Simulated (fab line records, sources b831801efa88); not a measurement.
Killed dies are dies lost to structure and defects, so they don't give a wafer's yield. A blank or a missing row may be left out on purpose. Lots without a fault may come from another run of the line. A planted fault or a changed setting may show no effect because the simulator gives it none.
fab line records | flow sky130 | part 1 of 2: steps 1 to 25 of 34
record lots=5 wafers=15 last_day=49
route steps=708 shown LI_CONTACT@372 LOCAL_INTERCONNECT@387
lots that met no fault: from a run of the same line without faults
start_h: hours from the record's first day to the start of the lot's first wafer shown | wait_h: hours since the lot's step before | " the same as in the row above | L1.1+2: a row that stands for several wafers | - no value, or no start given | * or withheld: withheld | < > ~ a bound
route shown NAME@n: a module of which the file shows steps, and the number in the route of the first | usual: mean/standard deviation of fault-free wafers | same: alike in all rows | chamber/n: place in a boat | sites: the reading at each site | _std_site: their standard deviation | _edge_site: outer sites' mean less inner sites' | radius_mm: how far each site lies from the wafer's centre | mask NAME#n: copy n | behind: the tool/chamber that last shaped the wafer | hold: why the lot was held/for how many hours/how that ended | device: the transistor (n, p or np) that didn't switch | end of line: the same wafers' tests at the end of the route | a step without rows: its recipe alone | killed: dies lost to structure and defects at the first sort, not the wafer's yield | map: a wafer's dies, x killed, . not, _ none there
set.NAME: the setting as run; set.NAME@STEP: as run at that earlier step | model.NAME: the simulator's own value behind a step, which no gauge read
lots at some steps of the route; a table a step, a row a wafer
services: from which hour (start_h, from the record's first day; less than 0 if before it) a tool's chamber was out of use, for how many hours, and why
## steps
# step SKY_LI_CONTACT_PEB_10
# recipe peb_temp_c=withheld peb_time_s=withheld resist=KrF-thick
# usual resist_line_temp_C=*
# columns lot.wafer tool chamber start_h wait_h resist_line_temp_C
L074.1 litho_track-04 0 - - *
L074.5 " 0 " " *
L074.6 " 0 " " *
L080.3 litho_track-04 0 - - *
L080.4 " 0 " " *
L080.5 " 0 " " *
L081.3 litho_track-03 0 - - *
L081.5 " 0 " " *
L081.6 " 0 " " *
L086.2 litho_track-01 0 - - *
L086.3 " 0 " " *
L086.5 " 0 " " *
L091.1 litho_track-04 0 - - *
L091.3 " 0 " " *
L091.5 " 0 " " *
# step SKY_LI_CONTACT_DEVELOP_11
# recipe develop_time_s=60 resist=KrF-thick dev_temp_c=21
# usual resist_line_temp_C=23.01/0.1
# columns lot.wafer tool chamber start_h wait_h resist_line_temp_C
L074.1 litho_track-04 0 - - 23.03
L074.5 " 0 " " 23.00
L074.6 " 0 " " 23.10
L080.3 litho_track-04 0 - - 22.96
L080.4 " 0 " " 23.00
L080.5 " 0 " " 22.87
L081.3 litho_track-03 0 - - 23.11
L081.5 " 0 " " 23.21
L081.6 " 0 " " 22.92
L086.2 litho_track-01 0 - - 23.09
L086.3 " 0 " " 22.88
L086.5 " 0 " " 22.96
L091.1 litho_track-04 0 - - 22.96
L091.3 " 0 " " 23.09
L091.5 " 0 " " 23.02
# step SKY_LI_CONTACT_CD_MEAS_12
# recipe target_cd_nm=170
# usual cd_nm=170.4/1.5
# columns lot.wafer tool chamber start_h wait_h cd_nm
L074.1 cd_sem-01 - 682.43 - 170.2
L074.5 " - " " 170.4
L074.6 " - " " 170.0
L080.3 cd_sem-02 - 744.67 - 171.2
L080.4 " - " " 171.1
L080.5 " - " " 172.0
L081.3 cd_sem-01 - 754.80 - 170.9
L081.5 " - " " 171.0
L081.6 " - " " 170.0
L086.2 cd_sem-02 - 792.02 - 168.8
L086.3 " - " " 171.3
L086.5 " - " " 170.7
L091.1 cd_sem-01 - 825.58 - 173.8
L091.3 " - " " 174.5
L091.5 " - " " 172.1
# step SKY_LI_CONTACT_OVL_MEAS_13
# usual LI_CONTACT_OVL=1/4.8
# columns lot.wafer tool chamber start_h wait_h LI_CONTACT_OVL[nm]
L074.1 overlay-01 - 682.55 0.1 3
L074.5 " - " " -1
L074.6 " - " " 3
L080.3 overlay-01 - 744.76 0.1 2
L080.4 " - " " -5
L080.5 " - " " -6
L081.3 overlay-01 - 754.89 0.1 2
L081.5 " - " " 2
L081.6 " - " " 10
L086.2 overlay-01 - 792.13 0.1 -3
L086.3 " - " " -7
L086.5 " - " " -3
L091.1 overlay-02 - 825.70 0.1 0
L091.3 " - " " 4
L091.5 " - " " -3
# step SKY_LI_CONTACT_ETCH_14
# recipe chemistry=N2/H2 target=BARC ion_energy_ev=200 source_w=500 bias_w=100 pressure_mtorr=30 n2_flow_sccm=100 h2_flow_sccm=200 stop_on=SiO2 time_s=45.9 target_depth_a=600
# usual drypump_motor_current_A=5.9/0.48 oes_product_au=0.855/0.0047 throttle_valve_pct=13.225/0.0094
# columns lot.wafer tool chamber start_h wait_h drypump_motor_current_A oes_product_au rf_hours_counter_h throttle_valve_pct
L074.1 rie_diel-01 0 682.59 0.0 6.5 0.853 46 13.232
L074.5 " 3 " " 6.5 0.852 - 13.235
L074.6 " 2 " " 6.2 0.858 - 13.218
L080.3 rie_diel-02 0 744.79 0.0 5.9 0.852 4 13.227
L080.4 " 3 " " 5.9 0.858 18 13.210
L080.5 " 2 " " 5.5 0.858 - 13.219
L081.3 rie_diel-01 2 754.91 0.0 6.2 0.857 6 13.231
L081.5 " 3 " " 6.5 0.854 - 13.220
L081.6 " 0 " " 6.5 0.857 - 13.219
L086.2 rie_diel-01 3 792.16 0.0 6.5 0.852 14 13.229
L086.3 " 1 " " 5.6 0.848 17 13.235
L086.5 " 1 " " 5.6 0.863 - 13.220
L091.1 rie_diel-02 0 825.74 0.0 5.9 0.856 6 13.218
L091.3 " 3 " " 5.9 0.858 20 13.219
L091.5 " 0 " " 5.9 0.859 - 13.250
# step SKY_LI_CONTACT_ETCH_15
# recipe target=PSG chemistry=C4F8/O2/Ar stop_on=Si taper_deg=4.15 mask_material=KrF-thick source_w=1500 bias_w=1200 pressure_mtorr=40 c4f8_flow_sccm=withheld O2_flow_sccm=6 Ar_flow_sccm=300 time_s=withheld target_depth_a=6000
# usual oes_product_au=0.836/0.0046
# columns lot.wafer tool chamber start_h wait_h oes_product_au
L074.1 rie_diel-01 0 682.63 0.0 0.833
L074.5 " 3 " " 0.845
L074.6 " 2 " " 0.834
L080.3 rie_diel-02 0 744.83 0.0 0.833
L080.4 " 3 " " 0.836
L080.5 " 2 " " 0.830
L081.3 rie_diel-01 2 754.95 0.0 0.841
L081.5 " 3 " " 0.827
L081.6 " 0 " " 0.840
L086.2 rie_diel-01 3 792.20 0.0 0.841
L086.3 " 1 " " 0.840
L086.5 " 1 " " 0.841
L091.1 rie_diel-02 0 825.78 0.0 0.836
L091.3 " 3 " " 0.839
L091.5 " 0 " " 0.830
# step SKY_LI_CONTACT_STRIP_16
# recipe chemistry=O2/N2 power_w=1400 pressure_mtorr=1500 platen_temp_c=withheld o2_flow_sccm=3000 n2_flow_sccm=300 overash_fraction=0.5
# usual drypump_motor_current_A=5.6/0.47 oes_product_au=0.375/0.0045 strip_time_to_endpoint_s=3.495/0.027
# columns lot.wafer tool chamber start_h wait_h drypump_motor_current_A oes_product_au rf_hours_counter_h strip_time_to_endpoint_s
L074.1 plasma_asher-03 0 682.72 - 5.6 0.383 93 3.511
L074.5 " 1 " " 5.8 0.372 - 3.461
L074.6 " 0 " " 5.5 0.366 - 3.460
L080.3 plasma_asher-04 0 744.95 - 5.0 0.377 - 3.503
L080.4 " 1 " " 6.3 0.372 - 3.491
L080.5 " 1 " " 6.3 0.375 - 3.533
L081.3 plasma_asher-04 0 755.07 - 5.0 0.375 - 3.486
L081.5 " 0 " " 5.0 0.378 - 3.486
L081.6 " 1 " " 6.4 0.379 - 3.573
L086.2 plasma_asher-03 0 792.28 - 5.5 0.375 5 3.509
L086.3 " 1 " " 5.8 0.377 - 3.492
L086.5 " 1 " " 5.8 0.379 - 3.481
L091.1 plasma_asher-01 0 825.87 - 5.0 0.375 39 3.516
L091.3 " 0 " " 5.0 0.375 - 3.470
L091.5 " 1 " " 6.1 0.375 - 3.506
# step SKY_LI_CONTACT_CLEAN_17
# recipe chemistry=NMP time_s=600 temp_c=60 dry=n2_spin
# columns lot.wafer tool chamber start_h wait_h
L074.1+5+6 wet_bench-04 3 682.82 0.1
L080.3+4+5 wet_bench-03 1 745.02 0.0
L081.3+5+6 wet_bench-02 3 755.14 0.0
L086.2+3+5 wet_bench-03 1 792.38 0.1
L091.1+3+5 wet_bench-04 1 825.97 0.1
# step SKY_LI_CONTACT_PRE_CLEAN_18
# recipe gas=Ar time_s=5.6 bias_v=358
# columns lot.wafer tool chamber start_h wait_h
L074.1+5+6 pvd_sputter-01 - 683.01 0.0
L080.3+4+5 pvd_sputter-03 - 745.22 0.0
L081.3+5+6 pvd_sputter-01 - 755.33 0.0
L086.2+3+5 pvd_sputter-01 - 792.56 0.0
L091.1+3+5 pvd_sputter-01 - 826.14 0.0
# step SKY_LI_CONTACT_SPUTTER_19
# recipe material=Ti target_thk_nm=20 chamber_pressure_pa=5 power_w=2500 substrate_temp_c=200 time_s=106.37
# usual throttle_valve_pct=30.2/0.68
# columns lot.wafer tool chamber start_h wait_h throttle_valve_pct
L074.1 pvd_sputter-01 - 683.03 0.0 30.6
L074.5 " - " " 30.2
L074.6 " - " " 30.2
L080.3 pvd_sputter-03 - 745.24 0.0 31.1
L080.4 " - " " 28.8
L080.5 " - " " 28.9
L081.3 pvd_sputter-01 - 755.35 0.0 30.9
L081.5 " - " " 30.3
L081.6 " - " " 30.9
L086.2 pvd_sputter-01 - 792.58 0.0 30.7
L086.3 " - " " 30.2
L086.5 " - " " 31.0
L091.1 pvd_sputter-01 - 826.16 0.0 30.2
L091.3 " - " " 30.9
L091.5 " - " " 30.6
# step SKY_LI_CONTACT_SPUTTER_20
# recipe material=TiN target_thk_nm=20 chamber_pressure_pa=5 power_w=4000 time_s=80
# usual throttle_valve_pct=30.2/0.68
# columns lot.wafer tool chamber start_h wait_h throttle_valve_pct
L074.1 pvd_sputter-01 - 683.10 0.0 30.8
L074.5 " - " " 29.8
L074.6 " - " " 30.0
L080.3 pvd_sputter-03 - 745.32 0.0 30.7
L080.4 " - " " 28.9
L080.5 " - " " 28.9
L081.3 pvd_sputter-01 - 755.44 0.0 30.8
L081.5 " - " " 30.6
L081.6 " - " " 31.3
L086.2 pvd_sputter-01 - 792.65 0.0 30.8
L086.3 " - " " 30.3
L086.5 " - " " 31.1
L091.1 pvd_sputter-01 - 826.24 0.0 30.5
L091.3 " - " " 30.8
L091.5 " - " " 30.2
# step SKY_LI_CONTACT_CVD_21
# recipe material=W target_thk_nm=400 time_s=120.56 temp_c=400 pressure_torr=40
# usual heater_power_w=868/69
# columns lot.wafer tool chamber start_h wait_h heater_power_w
L074.1 cvd_w-02 0 683.16 0.0 769
L074.5 " 1 " " 883
L074.6 " 0 " " 765
L080.3 cvd_w-02 1 745.42 0.1 891
L080.4 " 0 " " 770
L080.5 " 1 " " 879
L081.3 cvd_w-01 1 755.55 0.1 908
L081.5 " 0 " " 950
L081.6 " 1 " " 923
L086.2 cvd_w-01 0 792.72 0.0 943
L086.3 " 1 " " 909
L086.5 " 1 " " 909
L091.1 cvd_w-01 1 826.30 0.0 934
L091.3 " 1 " " 922
L091.5 " 0 " " 973
# step SKY_LI_CONTACT_RS_MEAS_22
# recipe thk_meas_gauge=four-point-probe reads=W_of_LI_CONTACT_CVD_21+TiN_of_LI_CONTACT_SPUTTER_20+Ti_of_LI_CONTACT_SPUTTER_19
# usual LI_CONTACT_W_RS=0.2835/0.0026
# columns lot.wafer tool chamber start_h wait_h LI_CONTACT_W_RS[ohm/sq]
L074.1 film_metro-02 - 683.29 0.1 0.2875
L074.5 " - " " 0.2865
L074.6 " - " " 0.2837
L080.3 film_metro-02 - 745.55 0.1 0.2860
L080.4 " - " " 0.2826
L080.5 " - " " 0.2835
L081.3 film_metro-03 - 755.67 0.1 0.2798
L081.5 " - " " 0.2808
L081.6 " - " " 0.2858
L086.2 film_metro-03 - 792.86 0.1 0.2800
L086.3 " - " " 0.2814
L086.5 " - " " 0.2795
L091.1 film_metro-01 - 826.42 0.1 0.2838
L091.3 " - " " 0.2791
L091.5 " - " " 0.2840
# step SKY_LI_CONTACT_THK_MEAS_23
# recipe thk_meas_gauge=xrf reads=W_of_LI_CONTACT_CVD_21
# usual LI_CONTACT_W_THK=399/4.6
# columns lot.wafer tool chamber start_h wait_h LI_CONTACT_W_THK[nm]
L074.1 film_metro-02 - 683.41 0.1 401
L074.5 " - " " 399
L074.6 " - " " 400
L080.3 film_metro-02 - 745.65 0.1 397
L080.4 " - " " 403
L080.5 " - " " 399
L081.3 film_metro-03 - 755.77 0.1 406
L081.5 " - " " 402
L081.6 " - " " 397
L086.2 film_metro-03 - 792.97 0.1 407
L086.3 " - " " 405
L086.5 " - " " 405
L091.1 film_metro-01 - 826.54 0.1 398
L091.3 " - " " 401
L091.5 " - " " 397
# step SKY_LI_CONTACT_CMP_24
# recipe stop_on=PSG t_overpolish_s=20 down_force_psi=3.5 platen_rpm=60 target_thk_nm=0 pad_velocity_m_s=0.94248
# usual motor_current_A=10.6/1.3 overpolish_run_s=20.000/0.009 time_to_endpoint_s=96/3.1
# columns lot.wafer tool chamber start_h wait_h motor_current_A overpolish_run_s time_to_endpoint_s
L074.1 cmp-01 3 683.52 0.1 10.4 19.998 97
L074.6 " 2 " " 12.9 19.992 97
L074.5 " 3 " " 9.7 19.997 93
L080.4 cmp-01 0 748.46 2.8 11.4 19.994 102
L080.3 " 1 " " 8.8 20.017 99
L080.5 " 0 " " 11.8 19.999 106
L081.3 cmp-02 3 756.10 0.3 12.3 19.984 94
L081.6 " 0 " " 11.3 19.984 93
L081.5 " 1 " " 10.0 19.990 100
L086.3 cmp-02 2 793.50 0.5 9.3 19.998 94
L086.2 " 0 " " 11.3 19.994 97
L086.5 " 1 " " 9.7 20.003 95
L091.1 cmp-01 0 826.70 0.1 11.9 19.990 91
L091.3 " 1 " " 9.0 19.981 92
L091.5 " 3 " " 9.0 20.009 94
# step SKY_LOCAL_INTERCONNECT_SPUTTER_00
# recipe material=TiN target_thk_nm=100 temp_c=300 power_w=6500 time_s=83.3 chamber_pressure_pa=0.4
# usual throttle_valve_pct=30.5/1.5
# columns lot.wafer tool chamber start_h wait_h throttle_valve_pct
L074.1 pvd_sputter-03 - 683.77 0.2 29.9
L074.5 " - " " 28.9
L074.6 " - " " 30.4
L080.3 pvd_sputter-03 - 748.76 0.2 29.7
L080.4 " - " " 31.1
L080.5 " - " " 28.8
L081.3 pvd_sputter-04 - 756.25 0.1 30.3
L081.5 " - " " 30.4
L081.6 " - " " 29.5
L086.2 pvd_sputter-03 - 793.75 0.1 31.2
L086.3 " - " " 28.8
L086.5 " - " " 31.0
L091.1 pvd_sputter-03 - 826.90 0.1 30.9
L091.3 " - " " 28.7
L091.5 " - " " 30.8
# step SKY_LOCAL_INTERCONNECT_RS_MEAS_01
# recipe thk_meas_gauge=four-point-probe reads=TiN_of_LOCAL_INTERCONNECT_SPUTTER_00
# usual LOCAL_INTERCONNECT_TIN_RS=14.09/0.16
# columns lot.wafer tool chamber start_h wait_h LOCAL_INTERCONNECT_TIN_RS[ohm/sq]
L074.1 film_metro-02 - 683.83 0.0 14.38
L074.5 " - " " 14.22
L074.6 " - " " 14.16
L080.3 film_metro-04 - 748.86 0.1 14.05
L080.4 " - " " 14.03
L080.5 " - " " 13.94
L081.3 film_metro-03 - 756.35 0.1 13.99
L081.5 " - " " 13.85
L081.6 " - " " 13.87
L086.2 film_metro-03 - 793.83 0.1 14.35
L086.3 " - " " 14.18
L086.5 " - " " 14.21
L091.1 film_metro-04 - 826.97 0.0 14.49
L091.3 " - " " 14.34
L091.5 " - " " 14.50
# step SKY_LOCAL_INTERCONNECT_THK_MEAS_02
# recipe thk_meas_gauge=xrf reads=TiN_of_LOCAL_INTERCONNECT_SPUTTER_00
# usual LOCAL_INTERCONNECT_TIN_THK=101.2/1.3
# columns lot.wafer tool chamber start_h wait_h LOCAL_INTERCONNECT_TIN_THK[nm]
L074.1 film_metro-02 - 683.95 0.1 99.2
L074.5 " - " " 100.2
L074.6 " - " " 100.9
L080.3 film_metro-04 - 748.96 0.1 101.5
L080.4 " - " " 101.9
L080.5 " - " " 102.2
L081.3 film_metro-03 - 756.45 0.1 103.2
L081.5 " - " " 103.3
L081.6 " - " " 103.7
L086.2 film_metro-03 - 793.94 0.1 99.5
L086.3 " - " " 100.6
L086.5 " - " " 100.8
L091.1 film_metro-04 - 827.09 0.1 98.5
L091.3 " - " " 99.6
L091.5 " - " " 98.9
# step SKY_LOCAL_INTERCONNECT_DEHYDRATE_03
# recipe temp_c=200 time_s=60
# usual resist_line_temp_C=22.99/0.11
# columns lot.wafer tool chamber start_h wait_h resist_line_temp_C
L074.1 litho_track-01 0 697.65 13.7 23.06
L074.5 " 0 " " 23.07
L074.6 " 0 " " 23.08
L080.3 litho_track-02 0 761.96 13.0 22.78
L080.4 " 0 " " 23.08
L080.5 " 0 " " 22.80
L081.3 litho_track-02 0 769.76 13.3 23.08
L081.5 " 0 " " 23.12
L081.6 " 0 " " 23.19
L086.2 litho_track-01 0 806.72 12.8 23.11
L086.3 " 0 " " 23.09
L086.5 " 0 " " 23.10
L091.1 litho_track-02 0 839.66 12.6 23.06
L091.3 " 0 " " 23.15
L091.5 " 0 " " 23.05
# step SKY_LOCAL_INTERCONNECT_HMDS_04
# recipe prime_time_s=60 prime_temp_c=120
# usual resist_line_temp_C=22.98/0.12
# columns lot.wafer tool chamber start_h wait_h resist_line_temp_C
L074.1 litho_track-01 0 697.80 0.1 23.03
L074.5 " 0 " " 22.93
L074.6 " 0 " " 22.94
L080.3 litho_track-02 0 762.11 0.1 22.86
L080.4 " 0 " " 22.89
L080.5 " 0 " " 22.91
L081.3 litho_track-02 0 769.91 0.1 22.93
L081.5 " 0 " " 22.82
L081.6 " 0 " " 22.83
L086.2 litho_track-01 0 806.87 0.1 22.98
L086.3 " 0 " " 22.91
L086.5 " 0 " " 22.91
L091.1 litho_track-02 0 839.81 0.1 22.95
L091.3 " 0 " " 23.06
L091.5 " 0 " " 22.92
# step SKY_LOCAL_INTERCONNECT_COAT_05
# recipe resist=BARC temp_c=withheld time_s=withheld spin_rpm=3000 resist_thk_nm=60
# usual resist_line_temp_C=*
# columns lot.wafer tool chamber start_h wait_h resist_line_temp_C
L074.1 litho_track-01 0 697.95 0.1 *
L074.5 " 0 " " *
L074.6 " 0 " " *
L080.3 litho_track-02 0 762.26 0.1 *
L080.4 " 0 " " *
L080.5 " 0 " " *
L081.3 litho_track-02 0 770.06 0.1 *
L081.5 " 0 " " *
L081.6 " 0 " " *
L086.2 litho_track-01 0 807.02 0.1 *
L086.3 " 0 " " *
L086.5 " 0 " " *
L091.1 litho_track-02 0 839.96 0.1 *
L091.3 " 0 " " *
L091.5 " 0 " " *
# step SKY_LOCAL_INTERCONNECT_COAT_06
# recipe resist=KrF-thick spin_rpm=3000 resist_thk_nm=450
# usual resist_line_temp_C=22.99/0.095
# columns lot.wafer tool chamber start_h wait_h resist_line_temp_C
L074.1 litho_track-01 0 - - 22.98
L074.5 " 0 " " 23.00
L074.6 " 0 " " 22.98
L080.3 litho_track-02 0 - - 23.13
L080.4 " 0 " " 22.99
L080.5 " 0 " " 23.14
L081.3 litho_track-02 0 - - 22.99
L081.5 " 0 " " 22.82
L081.6 " 0 " " 23.04
L086.2 litho_track-01 0 - - 23.09
L086.3 " 0 " " 23.01
L086.5 " 0 " " 23.15
L091.1 litho_track-02 0 - - 23.02
L091.3 " 0 " " 22.97
L091.5 " 0 " " 22.94
# step SKY_LOCAL_INTERCONNECT_SOFTBAKE_07
# recipe temp_c=100 time_s=90 resist=KrF-thick
# usual resist_line_temp_C=22.99/0.11
# columns lot.wafer tool chamber start_h wait_h resist_line_temp_C
L074.1 litho_track-01 0 - - 23.02
L074.5 " 0 " " 23.06
L074.6 " 0 " " 23.00
L080.3 litho_track-02 0 - - 23.14
L080.4 " 0 " " 23.16
L080.5 " 0 " " 22.92
L081.3 litho_track-02 0 - - 23.09
L081.5 " 0 " " 23.09
L081.6 " 0 " " 23.02
L086.2 litho_track-01 0 - - 23.14
L086.3 " 0 " " 22.90
L086.5 " 0 " " 22.89
L091.1 litho_track-02 0 - - 23.10
L091.3 " 0 " " 22.90
L091.5 " 0 " " 22.96
# step SKY_LOCAL_INTERCONNECT_EXPOSE_08
# recipe mask_id=LI1M na=0.8 source_shape=annular sigma_inner=0.55 sigma_outer=0.85 target_cd_nm=170 dose_mj=28
# usual stage_vel_mm_s=499.97/0.23
# columns lot.wafer tool chamber start_h wait_h mask stage_vel_mm_s
L074.1 krf_scanner-02 0 - - LI1M#0 500.24
L074.5 " 0 " " LI1M#0 499.92
L074.6 " 0 " " LI1M#0 500.07
L080.3 krf_scanner-01 0 - - LI1M#0 499.69
L080.4 " 0 " " LI1M#0 500.09
L080.5 " 0 " " LI1M#0 499.57
L081.3 krf_scanner-02 0 - - LI1M#0 500.10
L081.5 " 0 " " LI1M#0 500.41
L081.6 " 0 " " LI1M#0 499.75
L086.2 krf_scanner-02 0 - - LI1M#0 499.62
L086.3 " 0 " " LI1M#0 499.83
L086.5 " 0 " " LI1M#0 499.76
L091.1 krf_scanner-01 0 - - LI1M#0 499.92
L091.3 " 0 " " LI1M#0 499.84
L091.5 " 0 " " LI1M#0 499.73
# step SKY_LOCAL_INTERCONNECT_PEB_09
# recipe peb_temp_c=withheld peb_time_s=withheld resist=KrF-thick
# usual resist_line_temp_C=*
# columns lot.wafer tool chamber start_h wait_h resist_line_temp_C
L074.1 litho_track-02 0 - - *
L074.5 " 0 " " *
L074.6 " 0 " " *
L080.3 litho_track-04 0 - - *
L080.4 " 0 " " *
L080.5 " 0 " " *
L081.3 litho_track-04 0 - - *
L081.5 " 0 " " *
L081.6 " 0 " " *
L086.2 litho_track-04 0 - - *
L086.3 " 0 " " *
L086.5 " 0 " " *
L091.1 litho_track-04 0 - - *
L091.3 " 0 " " *
L091.5 " 0 " " *
